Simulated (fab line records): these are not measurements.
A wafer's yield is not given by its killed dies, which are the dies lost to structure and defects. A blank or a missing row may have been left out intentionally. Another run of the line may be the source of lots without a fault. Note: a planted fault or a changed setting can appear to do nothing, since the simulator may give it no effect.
Which tool was responsible? -- flow gf180mcu -- 72 wafers from 24 lots sampled at 6 of the route's 602 steps

WHAT THE GAUGES SHOWED, per wafer
GF_M1_CD_MEAS_14: target cd 230 nm.
lot,measured,on,cd nm (nm)
L074,day 17 08:32,cd sem-01,228.8 228.2 228.2
L075,day 17 15:58,cd sem-02,228.5 229.8 228.1
L076,day 18 05:47,cd sem-01,230.9 231.2 230.5
L077,day 18 06:07,cd sem-02,231.2 230.8 231.4
L078,day 18 16:31,cd sem-02,229.2 230.0 230.8
L079,day 19 04:58,cd sem-01,226.6 227.9 228.6
L080,day 19 09:56,cd sem-02,230.2 231.0 231.4
L081,day 19 22:35,cd sem-02,231.0 231.3 231.5
L082,day 20 05:07,cd sem-01,229.9 229.7 231.2
L083,day 20 09:32,cd sem-02,230.1 230.5 231.1
L084,day 20 17:47,cd sem-02,231.4 231.8 230.2
L085,day 21 02:56,cd sem-02,230.5 231.3 230.6
L086,day 21 15:40,cd sem-02,231.0 229.7 230.3
L087,day 22 00:47,cd sem-02,230.7 231.9 232.1
L088,day 22 09:00,cd sem-02,230.3 229.4 229.5
L089,day 22 16:44,cd sem-02,231.5 229.8 230.9
L090,day 23 06:54,cd sem-01,226.7 228.2 226.9
L091,day 23 09:28,cd sem-01,229.3 229.6 230.2
L092,day 23 13:49,cd sem-01,230.8 231.1 231.7
L093,day 23 22:07,cd sem-01,230.0 229.0 229.2
L094,day 24 07:39,cd sem-01,232.5 232.1 232.2
L095,day 24 14:59,cd sem-01,227.9 228.7 227.7
L096,day 24 16:32,cd sem-02,229.1 228.2 229.1
L097,day 24 22:46,cd sem-01,233.1 232.9 231.9

GF_V3_THK_MEAS_03.
lot,measured,on,V3_CVD_02_THK (nm)
L074,day 21 16:10,film metro-02,844 854 856
L075,day 21 23:02,film metro-03,846 856 871
L076,day 22 11:38,film metro-03,841 835 843
L077,day 22 12:56,film metro-04,829 830 845
L078,day 22 21:52,film metro-02,852 852 867
L079,day 23 12:17,film metro-04,827 851 845
L080,day 23 15:30,film metro-03,839 864 864
L081,day 24 06:38,film metro-04,851 841 845
L082,day 24 08:43,film metro-03,856 829 854
L083,day 24 12:44,film metro-04,842 845 859
L084,day 24 19:02,film metro-02,831 826 848
L085,day 25 07:13,film metro-04,842 850 846
L086,day 25 15:19,film metro-02,858 863 872
L087,day 26 05:20,film metro-03,856 850 849
L088,day 26 08:47,film metro-03,846 849 858
L089,day 26 14:29,film metro-03,840 866 865
L090,day 27 02:55,film metro-04,844 851 857
L091,day 27 06:04,film metro-04,855 860 866
L092,day 27 09:40,film metro-04,840 857 853
L093,day 27 17:21,film metro-04,859 854 858
L094,day 28 02:16,film metro-02,854 852 856
L095,day 28 09:49,film metro-02,855 854 851
L096,day 28 11:14,film metro-02,840 843 846
L097,day 28 15:55,film metro-02,850 855 866

GF_V4_OVL_MEAS_15.
lot,measured,on,V4_OVL (nm)
L074,day 24 14:22,overlay-01,4 -3 1
L075,day 24 23:05,overlay-02,5 6 7
L076,day 25 10:44,overlay-02,-4 -7 1
L077,day 25 12:52,overlay-01,-8 -11 -3
L078,day 25 19:04,overlay-02,-5 -7 3
L079,day 26 08:16,overlay-01,1 -8 -9
L080,day 26 12:00,overlay-02,3 -2 -2
L081,day 27 00:18,overlay-01,-7 3 -10
L082,day 27 04:13,overlay-02,1 -2 -3
L083,day 27 07:40,overlay-01,-1 2 -3
L084,day 27 13:09,overlay-01,-2 1 2
L085,day 28 00:24,overlay-02,-7 -7 -9
L086,day 28 07:55,overlay-02,-9 -3 -7
L087,day 28 19:51,overlay-02,2 5 -2
L088,day 28 23:53,overlay-01,4 -1 2
L089,day 29 06:08,overlay-02,-1 -9 3
L090,day 29 16:18,overlay-02,-3 -9 -2
L091,day 29 19:40,overlay-02,-6 -9 -11
L092,day 29 23:40,overlay-02,7 10 2
L093,day 30 07:04,overlay-02,-8 -5 -2
L094,day 30 16:01,overlay-01,1 -1 -5
L095,day 30 22:14,overlay-02,6 4 2
L096,day 30 23:45,overlay-02,6 4 -2
L097,day 31 03:43,overlay-01,4 -1 -4

GF_MIM_RS_MEAS_10: a four-point-probe measurement.
lot,measured,on,MIM_ALCU_RS (ohm/sq)
L074,day 24 16:13,film metro-03,0.1588 0.1601 0.1604
L075,day 25 00:55,film metro-01,0.1578 0.1564 0.1579
L076,day 25 12:35,film metro-03,0.1599 0.1621 0.1614
L077,day 25 14:44,film metro-01,0.1631 0.1635 0.1604
L078,day 25 20:52,film metro-02,0.1596 0.1583 0.1604
L079,day 26 10:08,film metro-03,0.1600 0.1599 0.1618
L080,day 26 13:52,film metro-02,0.1600 0.1578 0.1590
L081,day 27 02:07,film metro-02,0.1606 0.1599 0.1628
L082,day 27 06:02,film metro-03,0.1592 0.1595 0.1593
L083,day 27 09:29,film metro-02,0.1608 0.1610 0.1613
L084,day 27 14:58,film metro-02,0.1597 0.1617 0.1596
L085,day 28 02:13,film metro-01,0.1615 0.1603 0.1619
L086,day 28 09:55,film metro-03,0.1624 0.1637 0.1616
L087,day 28 21:41,film metro-01,0.1606 0.1604 0.1608
L088,day 29 02:11,film metro-02,0.1623 0.1606 0.1619
L089,day 29 07:58,film metro-01,0.1571 0.1567 0.1566
L090,day 29 18:07,film metro-02,0.1586 0.1582 0.1588
L091,day 29 21:32,film metro-02,0.1577 0.1585 0.1583
L092,day 30 01:32,film metro-02,0.1583 0.1590 0.1586
L093,day 30 08:56,film metro-03,0.1586 0.1584 0.1600
L094,day 30 17:50,film metro-02,0.1594 0.1614 0.1606
L095,day 31 00:08,film metro-03,0.1622 0.1619 0.1619
L096,day 31 01:33,film metro-02,0.1627 0.1631 0.1611
L097,day 31 05:35,film metro-01,0.1603 0.1600 0.1605

WHICH TOOL RAN EACH LOT (tool, then ch and the chambers of the sampled wafers, then the start)
lot,GF_M3_STRIP_17,GF_V4_CMP_26
L074,"plasma asher-01 ch 0,1, day 21 15:27","cmp-02 ch 1,3, day 24 15:26"
L075,"plasma asher-01 ch 0, day 21 21:57","cmp-01 ch 1,2, day 25 00:11"
L076,"plasma asher-01 ch 0,1, day 22 10:54","cmp-01 ch 1,2,3, day 25 11:52"
L077,"plasma asher-01 ch 0,1, day 22 11:38","cmp-02 ch 2,3, day 25 14:02"
L078,"plasma asher-01 ch 0,1, day 22 21:00","cmp-01 ch 0,3, day 25 20:08"
L079,"plasma asher-03 ch 0,1, day 23 11:17","cmp-01 ch 0,2,3, day 26 09:29"
L080,"plasma asher-02 ch 0,1, day 23 14:24","cmp-02 ch 1,2,3, day 26 13:14"
L081,"plasma asher-01 ch 0,1, day 24 05:54","cmp-01 ch 0,1,3, day 27 01:23"
L082,"plasma asher-01 ch 0,1, day 24 07:58","cmp-01 ch 0,2,3, day 27 05:20"
L083,"plasma asher-01 ch 0,1, day 24 12:00","cmp-02 ch 0,2,3, day 27 08:47"
L084,"plasma asher-03 ch 0,1, day 24 18:16","cmp-01 ch 1,2,3, day 27 14:17"
L085,"plasma asher-03 ch 0,1, day 25 06:27","cmp-02 ch 0,2, day 28 01:29"
L086,"plasma asher-01 ch 0,1, day 25 14:33","cmp-01 ch 0,1,3, day 28 09:13"
L087,"plasma asher-02 ch 0,1, day 26 04:34","cmp-02 ch 0,1,2, day 28 20:59"
L088,"plasma asher-01 ch 0,1, day 26 08:03","cmp-01 ch 0,2,3, day 29 01:36"
L089,"plasma asher-03 ch 0, day 26 13:45","cmp-02 ch 1,2,3, day 29 07:16"
L090,"plasma asher-03 ch 0,1, day 27 02:09","cmp-01 ch 1,2, day 29 17:25"
L091,"plasma asher-02 ch 0,1, day 27 05:20","cmp-01 ch 0,1,3, day 29 20:47"
L092,"plasma asher-03 ch 0,1, day 27 08:56","cmp-02 ch 1,2, day 30 00:47"
L093,"plasma asher-03 ch 0,1, day 27 16:37","cmp-02 ch 0,1,3, day 30 08:16"
L094,"plasma asher-03 ch 0,1, day 28 01:31","cmp-01 ch 0,1,2, day 30 17:05"
L095,"plasma asher-01 ch 0,1, day 28 09:05","cmp-02 ch 2,3, day 30 23:25"
L096,"plasma asher-01 ch 0,1, day 28 10:22","cmp-01 ch 1,2,3, day 31 00:53"
L097,"plasma asher-02 ch 0,1, day 28 14:50","cmp-01 ch 2,3, day 31 04:50"
- GF_M3_STRIP_17: strips in O2/N2.
- GF_V4_CMP_26: polishes, stops on SiO2, t overpolish 15 s, target thk 0 nm.

AS READ BY THE TOOLS THEMSELVES (means over the sampled wafers that have a number; for cases with no such wafer, the mark the record gives instead)
GF_M3_STRIP_17.
lot,tool,drypump motor current A (A),heater power w (W),oes product au (a.u.),strip time to endpoint s (s)
L074,plasma asher-01,6.1,326,0.553,7.81
L075,plasma asher-01,6.6,334,0.559,7.88
L076,plasma asher-01,5.7,326,0.555,7.83
L077,plasma asher-01,6.1,333,0.560,7.90
L078,plasma asher-01,5.6,329,0.557,7.86
L079,plasma asher-03,5.9,380,0.553,7.83
L080,plasma asher-02,5.5,313,0.560,7.86
L081,plasma asher-01,5.6,325,0.556,7.88
L082,plasma asher-01,6.2,324,0.549,7.81
L083,plasma asher-01,6.1,325,0.560,7.83
L084,plasma asher-03,5.8,355,0.560,7.91
L085,plasma asher-03,5.9,374,0.553,7.88
L086,plasma asher-01,5.6,327,0.552,7.83
L087,plasma asher-02,5.5,305,0.556,7.87
L088,plasma asher-01,5.6,329,0.553,7.83
L089,plasma asher-03,5.6,345,0.561,7.87
L090,plasma asher-03,5.9,372,0.560,7.86
L091,plasma asher-02,5.5,311,0.554,7.88
L092,plasma asher-03,5.9,371,0.560,7.84
L093,plasma asher-03,5.9,376,0.558,7.88
L094,plasma asher-03,5.9,367,0.556,7.85
L095,plasma asher-01,6.1,326,0.558,7.85
L096,plasma asher-01,5.6,331,0.559,7.94
L097,plasma asher-02,5.5,309,0.565,7.93

GF_V4_CMP_26.
lot,tool,motor current A (A),overpolish run s (s),time to endpoint s (s)
L074,cmp-02,12.2,14.994,85
L075,cmp-01,10.2,14.999,84
L076,cmp-01,10.3,14.997,83
L077,cmp-02,10.4,14.998,82
L078,cmp-01,10.4,14.994,81
L079,cmp-01,9.8,15.007,84
L080,cmp-02,11.5,15.000,82
L081,cmp-01,10.4,15.005,86
L082,cmp-01,10.1,15.001,82
L083,cmp-02,10.6,14.997,83
L084,cmp-01,10.2,14.998,83
L085,cmp-02,11.0,14.998,87
L086,cmp-01,10.2,15.002,84
L087,cmp-02,11.4,14.996,87
L088,cmp-01,10.3,14.999,86
L089,cmp-02,11.4,15.001,83
L090,cmp-01,9.9,15.000,82
L091,cmp-01,10.0,14.999,88
L092,cmp-02,11.2,15.000,84
L093,cmp-02,11.8,14.993,85
L094,cmp-01,10.0,15.001,89
L095,cmp-02,10.3,15.010,83
L096,cmp-01,10.5,14.998,87
L097,cmp-01,10.3,14.997,85

THE ANSWER, worked out from the rows above alone
Rule: what is usual is taken from the lots themselves. Put in order of their means at a reading, lots are off if they are a third of the lots or fewer, leave a main group of 4 or more, and stand apart from it by a gap of 3 or more times the standard deviation of the main group's means; of several such gaps the widest counts. A main group is skipped when, at the precision printed for the reading in the tables above, its means are all equal. A lot without any number at a reading at which 4 lots or more have one is off too. Where the step has rows for the other lots, those lots are counted as sound. After the gauges, taken in route order, come the tools' own readings; for these a lot's mean is taken, as printed above. The first step at which some lot is off is used, and at that step the reading that is off furthest; a lot without a number counts as furthest.
No lot is off on any of the readings shown, so nothing can be concluded from this.

WHAT THE SIMULATOR HAD PUT IN
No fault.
